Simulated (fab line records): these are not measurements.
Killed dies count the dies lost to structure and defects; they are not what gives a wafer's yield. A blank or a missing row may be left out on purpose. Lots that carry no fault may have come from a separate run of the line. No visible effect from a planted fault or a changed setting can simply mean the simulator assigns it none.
Matching of chambers + flow sky130 + 4 sister chambers for SKY_VIA1_ETCH_15 on rie-diel-03
The step etches SiO2 in C4F8/O2/Ar, stops on TiN, target depth 351 nm, time 54 s. 4 wafers are shown with their chamber, then 7 later ones without.

## EACH WAFER AND ITS CHAMBER
| wafer  | chamber | oes-product-au (a.u.) |
|--------|---------|-----------------------|
| L220.3 | 1       | 0.986                 |
| L220.5 | 3       | 0.976                 |
| L221.1 | 2       | 0.982                 |
| L221.2 | 0       | 0.979                 |

## WAFERS WITHOUT THEIR CHAMBER
| wafer  | oes-product-au (a.u.) |
|--------|-----------------------|
| L221.6 | 0.982                 |
| L229.3 | 0.984                 |
| L229.5 | 0.987                 |
| L229.6 | 0.986                 |
| L230.1 | 0.979                 |
| L230.4 | 0.977                 |
| L230.6 | 0.989                 |

## WHICH CHAMBER EACH WENT THROUGH
| wafer  | from the rows above     | in truth                   |
|--------|-------------------------|----------------------------|
| L221.6 | 2                       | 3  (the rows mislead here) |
| L229.3 | can't be placed: 1 or 2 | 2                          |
| L229.5 | 1                       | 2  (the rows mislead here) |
| L229.6 | 1                       | 1                          |
| L230.1 | 0                       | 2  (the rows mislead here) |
| L230.4 | can't be placed: 3 or 0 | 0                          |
| L230.6 | 1                       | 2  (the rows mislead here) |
Correct placement for 1 of the 7. Cannot be placed on the basis of these rows: 2; the candidates contain the true chamber in 2. 4 placed wrongly.
How it was worked out, from the rows above alone: a wafer's distance from a chamber is the root of the sum, over the readings, of the square of ((its reading less the chamber's mean) divided by the reading's scatter). If the next closest chamber is less than 2 further off than the closest, the wafer can't be placed; otherwise it belongs to the closest. Each chamber's mean is taken over the wafers shown for it. The scatter: root of mean squared gap, hidden wafer to nearest shown wafer, with one shown wafer a chamber.
